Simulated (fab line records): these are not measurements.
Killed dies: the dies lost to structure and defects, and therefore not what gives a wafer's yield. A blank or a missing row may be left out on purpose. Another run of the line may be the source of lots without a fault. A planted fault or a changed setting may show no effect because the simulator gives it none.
Which tool is to blame?	flow sky130	Sampling: 12 lots, 36 wafers, 5 of 708 route steps

== WHAT THE GAUGES READ, wafer by wafer ==
The record lacks any reading of a measuring or inspecting step that a usual standard deviation could be used to judge.

== TOOL THAT RAN EACH LOT (tool first, then ch and the chambers of the sampled wafers, then the start) ==
lot	SKY_FIELD_ISO_WET_ETCH_18	SKY_DNWELL_STRIP_08	SKY_PWDE_STRIP_09	SKY_NWELL_STRIP_25	SKY_PAD_OPEN_PROBE_99
L923	wetBench-04 ch 2, day 2 09:10	plasmaAsher-04 ch 0,1, day 3 06:31	plasmaAsher-01 ch 0,1, day 3 22:24	plasmaAsher-04 ch 0,1, day 5 08:56	prober-01, day 45 14:32
L924	wetBench-04 ch 2, day 2 16:49	plasmaAsher-02 ch 0,1, day 3 15:28	plasmaAsher-03 ch 0, day 4 07:35	plasmaAsher-01 ch 0, day 5 18:26	-
L932	wetBench-04 ch 1, day 4 04:10	plasmaAsher-04 ch 0,1, day 5 05:11	plasmaAsher-03 ch 0,1, day 5 23:11	plasmaAsher-04 ch 0,1, day 7 13:02	-
L936	wetBench-01 ch 2, day 5 01:05	plasmaAsher-04 ch 0,1, day 6 01:19	plasmaAsher-02 ch 0,1, day 6 20:11	plasmaAsher-01 ch 0,1, day 8 13:09	prober-02, day 49 20:02
L938	wetBench-01 ch 0, day 5 12:19	plasmaAsher-04 ch 0,1, day 6 12:02	plasmaAsher-02 ch 0,1, day 7 07:35	plasmaAsher-01 ch 0,1, day 9 01:48	prober-01, day 49 17:35
L939	wetBench-01 ch 1, day 5 15:14	plasmaAsher-02 ch 0,1, day 6 16:52	plasmaAsher-01 ch 0,1, day 7 12:57	plasmaAsher-01 ch 0,1, day 9 06:32	prober-02, day 49 22:10
L940	wetBench-02 ch 3, day 5 22:28	plasmaAsher-03 ch 0,1, day 7 00:02	plasmaAsher-02 ch 0,1, day 7 20:04	plasmaAsher-03 ch 0,1, day 9 15:04	prober-01, day 49 23:17
L941	wetBench-02 ch 2, day 6 03:21	plasmaAsher-02 ch 0,1, day 7 05:08	plasmaAsher-03 ch 0,1, day 8 01:16	plasmaAsher-04 ch 0,1, day 9 20:08	prober-02, day 50 00:23
L943	wetBench-04 ch 2, day 6 13:58	plasmaAsher-03 ch 0,1, day 7 15:32	plasmaAsher-03 ch 0,1, day 8 11:56	plasmaAsher-03 ch 0,1, day 10 07:47	prober-01, day 50 06:59
L944	wetBench-02 ch 1, day 6 19:06	plasmaAsher-02 ch 0,1, day 7 22:05	plasmaAsher-02 ch 0,1, day 8 19:08	plasmaAsher-04 ch 0,1, day 10 16:35	-
L945	wetBench-04 ch 3, day 7 01:14	plasmaAsher-04 ch 0,1, day 8 03:41	plasmaAsher-03 ch 0,1, day 9 00:53	plasmaAsher-03 ch 0,1, day 10 22:31	-
L946	wetBench-02 ch 3, day 7 07:21	plasmaAsher-04 ch 0,1, day 8 10:26	plasmaAsher-03 ch 0,1, day 9 08:03	plasmaAsher-01 ch 0,1, day 11 06:30	-
- SKY_FIELD_ISO_WET_ETCH_18: etches Si3N4 in H3PO4, target depth 25 nm, time 286 s.
- SKY_DNWELL_STRIP_08: strips in O2/N2.
- SKY_PWDE_STRIP_09: strips in O2/N2.
- SKY_NWELL_STRIP_25: strips in O2/N2.
- SKY_PAD_OPEN_PROBE_99

== WHAT THE TOOLS THEMSELVES READ (means of the sampled wafers that have a number; where no wafer has one, the mark that the record gives instead) ==
SKY_FIELD_ISO_WET_ETCH_18. Usual: runLengthS 314 s, standard deviation 3.4; tempC 159.99 C, standard deviation 0.15.
lot	tool	runLengthS (s)	tempC (C)	flag
L923	wetBench-04	321	160.09	
L924	wetBench-04	319	160.14	
L932	wetBench-04	139	159.93	OFF
L936	wetBench-01	319	159.72	
L938	wetBench-01	312	160.06	
L939	wetBench-01	311	159.99	
L940	wetBench-02	312	160.13	
L941	wetBench-02	313	160.01	
L943	wetBench-04	312	159.91	
L944	wetBench-02	312	160.02	
L945	wetBench-04	312	159.96	
L946	wetBench-02	319	159.81	

SKY_DNWELL_STRIP_08. Usual: chamberPressureMTorr 1500.0 mTorr, standard deviation 1.5; drypumpMotorCurrentA 5.77 A, standard deviation 0.22; oesProductAu 0.722 a.u., standard deviation 0.0041; stripTimeToEndpointS 36.92 s, standard deviation 0.097.
lot	tool	chamberPressureMTorr (mTorr)	drypumpMotorCurrentA (A)	oesProductAu (a.u.)	stripTimeToEndpointS (s)	flag
L923	plasmaAsher-04	1501.1	5.63	0.725	36.96	
L924	plasmaAsher-02	1499.6	5.96	0.723	37.01	
L932	plasmaAsher-04	1498.5	5.61	0.727	36.88	
L936	plasmaAsher-04	1498.2	5.65	0.721	36.90	
L938	plasmaAsher-04	1502.5	5.68	0.723	36.74	
L939	plasmaAsher-02	1498.7	5.82	0.724	36.95	
L940	plasmaAsher-03	1498.9	5.53	0.726	36.88	
L941	plasmaAsher-02	1499.3	5.81	0.721	36.93	
L943	plasmaAsher-03	1500.9	5.55	0.722	37.13	
L944	plasmaAsher-02	1500.5	5.96	0.725	36.87	
L945	plasmaAsher-04	1501.1	5.69	0.722	36.88	
L946	plasmaAsher-04	1500.2	5.68	0.720	36.89	

SKY_PWDE_STRIP_09. Usual: chamberPressureMTorr 1500.0 mTorr, standard deviation 2; drypumpMotorCurrentA 5.6 A, standard deviation 0.35; oesProductAu 0.722 a.u., standard deviation 0.0047; stripTimeToEndpointS 36.96 s, standard deviation 0.11.
lot	tool	chamberPressureMTorr (mTorr)	drypumpMotorCurrentA (A)	oesProductAu (a.u.)	stripTimeToEndpointS (s)	flag
L923	plasmaAsher-01	1498.5	5.1	0.721	37.01	
L924	plasmaAsher-03	1499.4	5.8	0.725	36.99	
L932	plasmaAsher-03	1500.3	5.7	0.722	37.04	
L936	plasmaAsher-02	1500.6	5.8	0.726	36.86	
L938	plasmaAsher-02	1501.2	5.8	0.722	36.84	
L939	plasmaAsher-01	1498.6	5.1	0.719	37.01	
L940	plasmaAsher-02	1505.6	6.0	0.722	36.90	
L941	plasmaAsher-03	1501.7	5.5	0.725	37.05	
L943	plasmaAsher-03	1501.1	5.7	0.725	36.85	
L944	plasmaAsher-02	1499.6	5.8	0.723	37.09	
L945	plasmaAsher-03	1500.6	5.5	0.723	37.04	
L946	plasmaAsher-03	1499.6	5.7	0.716	37.08	

SKY_NWELL_STRIP_25. Usual: chamberPressureMTorr 1500.2 mTorr, standard deviation 1.5; drypumpMotorCurrentA 5.46 A, standard deviation 0.27; oesProductAu 0.722 a.u., standard deviation 0.0044; stripTimeToEndpointS 36.93 s, standard deviation 0.11.
lot	tool	chamberPressureMTorr (mTorr)	drypumpMotorCurrentA (A)	oesProductAu (a.u.)	stripTimeToEndpointS (s)	flag
L923	plasmaAsher-04	1500.9	5.63	0.721	36.90	
L924	plasmaAsher-01	1499.0	5.08	0.721	36.92	
L932	plasmaAsher-04	1500.5	5.68	0.726	36.84	
L936	plasmaAsher-01	1500.0	5.11	0.720	37.03	
L938	plasmaAsher-01	1500.7	5.13	0.718	36.94	
L939	plasmaAsher-01	1500.5	5.14	0.725	36.96	
L940	plasmaAsher-03	1500.7	5.67	0.722	37.00	
L941	plasmaAsher-04	1501.6	5.67	0.720	36.99	
L943	plasmaAsher-03	1500.3	5.67	0.726	36.75	
L944	plasmaAsher-04	1499.7	5.67	0.727	37.03	
L945	plasmaAsher-03	1500.5	5.54	0.726	37.06	
L946	plasmaAsher-01	1499.7	5.11	0.720	37.03	

SKY_PAD_OPEN_PROBE_99. Usual: killed_at_M0_to_M3 43, standard deviation 7.7; killed_at_M4_up 3.0, standard deviation 1.7; killedAtContacts 24, standard deviation 5.2; killedAtFrontEnd 15, standard deviation 4.5; killedAtOther 0.3, standard deviation 0.5; killedDies 85, standard deviation 9.5; killedOpen 47, standard deviation 6.6; killedShort 38, standard deviation 6.6.
lot	tool	killed_at_M0_to_M3	killed_at_M4_up	killedAtContacts	killedAtFrontEnd	killedAtOther	killedDies	killedOpen	killedShort	flag
L923	prober-01	38	2.7	27	16	0.0	84	49	35	
L936	prober-02	48	2.3	20	16	0.0	86	48	39	
L938	prober-01	52	2.7	21	17	0.0	92	52	40	
L939	prober-02	41	4.7	19	15	0.0	79	41	38	
L940	prober-01	42	2.7	27	14	0.3	86	48	38	
L941	prober-02	36	2.3	24	22	0.3	84	48	36	
L943	prober-01	47	3.7	30	11	0.0	92	50	42	

== THE ANSWER, worked out from the rows above alone ==
Rule: take the mean of a lot's wafers that have a number; if it is more than 3 standard deviations from the usual mean, the lot is off. Also off: a lot with no number at a reading for which 4 or more lots have one. Where the step has rows for the other lots, those lots are counted as sound. First the gauges in route order, then the tools' own readings, where a lot's mean is used as printed above. At the first step where some lot is off, the reading lying furthest off is the one used; lots without a number count as furthest.
Off: L932, at SKY_FIELD_ISO_WET_ETCH_18 (runLengthS).
A tool fits if, at that step or a process step before it, it ran every lot that is off, and no sound lot after the first of them. Not one of the candidates tried fits.

== WHAT THE SIMULATOR PUT IN ==
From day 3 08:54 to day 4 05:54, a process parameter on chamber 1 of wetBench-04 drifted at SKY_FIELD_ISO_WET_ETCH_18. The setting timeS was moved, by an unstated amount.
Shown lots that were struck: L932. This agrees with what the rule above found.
